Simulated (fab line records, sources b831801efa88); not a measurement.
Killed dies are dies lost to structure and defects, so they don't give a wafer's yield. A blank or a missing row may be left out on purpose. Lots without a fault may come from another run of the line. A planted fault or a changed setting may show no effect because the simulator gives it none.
Split-lot experiment | flow sky130 | 5 lots, 23 wafers read, on a route of 708 steps

THE SPLIT
At SKY_VIA1_CVD_21 (deposits W, target thk 270 nm, time 80.902 s), the setting pressure_torr was moved away from the recipe's 40 Torr on 15 of the 23 wafers read, by -13.7% to -4.2%. The other wafers ran this setting at the recipe's value.

FROM THE SPLIT TO THE READING: what the file shows between them, 1 step
- SKY_VIA1_RS_MEAS_22: measures by four-point-probe

THE READING
VIA1_W_THK, in nm, at SKY_VIA1_THK_MEAS_23 (measures by xrf). Fault-free wafers of this fab line usually give 272.2 nm, standard deviation 2.1 nm.

wafer  | tool, chamber at the split | pressure_torr as run, Torr | against the recipe | VIA1_W_THK, nm | against lot-mates on the recipe
L077.1 | cvd_w-01, 0                | 38.33                      | -4.2%              | 262.0          | no lot-mate on the recipe
L077.2 | cvd_w-01, 1                | 38.33                      | -4.2%              | 267.3          | no lot-mate on the recipe
L077.4 | cvd_w-01, 0                | 38.33                      | -4.2%              | 264.8          | no lot-mate on the recipe
L077.5 | cvd_w-01, 0                | 38.33                      | -4.2%              | 266.5          | no lot-mate on the recipe
L077.6 | cvd_w-01, 1                | 38.33                      | -4.2%              | 267.0          | no lot-mate on the recipe
L074.1 | cvd_w-02, 0                | 35.53                      | -11.2%             | 256.1          | no lot-mate on the recipe
L074.2 | cvd_w-02, 1                | 35.53                      | -11.2%             | 255.7          | no lot-mate on the recipe
L074.3 | cvd_w-02, 0                | 35.53                      | -11.2%             | 256.2          | no lot-mate on the recipe
L074.4 | cvd_w-02, 1                | 35.53                      | -11.2%             | 256.4          | no lot-mate on the recipe
L074.6 | cvd_w-02, 0                | 35.53                      | -11.2%             | 260.0          | no lot-mate on the recipe
L075.1 | cvd_w-01, 1                | 40                         | recipe             | 271.5          | -
L075.2 | cvd_w-01, 0                | 40                         | recipe             | 268.3          | -
L075.6 | cvd_w-01, 1                | 40                         | recipe             | 272.8          | -
L079.1 | cvd_w-01, 1                | 34.5                       | -13.7%             | 253.9          | no lot-mate on the recipe
L079.2 | cvd_w-01, 0                | 34.5                       | -13.7%             | 251.2          | no lot-mate on the recipe
L079.4 | cvd_w-01, 1                | 34.5                       | -13.7%             | 256.9          | no lot-mate on the recipe
L079.5 | cvd_w-01, 0                | 34.5                       | -13.7%             | 251.4          | no lot-mate on the recipe
L079.6 | cvd_w-01, 1                | 34.5                       | -13.7%             | 253.0          | no lot-mate on the recipe
L083.1 | cvd_w-02, 0                | 40                         | recipe             | 273.2          | -
L083.2 | cvd_w-02, 1                | 40                         | recipe             | 271.8          | -
L083.4 | cvd_w-02, 1                | 40                         | recipe             | 273.4          | -
L083.5 | cvd_w-02, 1                | 40                         | recipe             | 272.0          | -
L083.6 | cvd_w-02, 0                | 40                         | recipe             | 272.4          | -

THE FIT
A straight line over all 23 wafers: VIA1_W_THK changes by +1.34 nm for each +1% of pressure_torr; r = +0.97; the points scatter about the line by 1.9 nm.
Too few moved wafers have a lot-mate on the recipe to fit a line with each lot's own level taken away.

THE WHOLE CHAIN: every reading that the file lists as answering this split, in the file's order
step                 | what it does                                 | reading                                                                  | change (the file's fit)              | r (the file's)
SKY_VIA1_CVD_21      | deposits W, target thk 270 nm, time 80.902 s | W_of_VIA1_CVD_21.thk_nm (the simulator's own value, which no gauge read) | +1.24 nm for each +1% of the setting | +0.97
SKY_VIA1_RS_MEAS_22  | measures by four-point-probe                 | VIA1_W_RS                                                                | -0.00206 for each +1% of the setting | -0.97
SKY_VIA1_THK_MEAS_23 | measures by xrf                              | VIA1_W_THK                                                               | +1.34 for each +1% of the setting    | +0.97

THE FILE'S OWN FIT
VIA1_W_THK changes by +1.34 nm for each +1% of pressure_torr, r = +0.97.
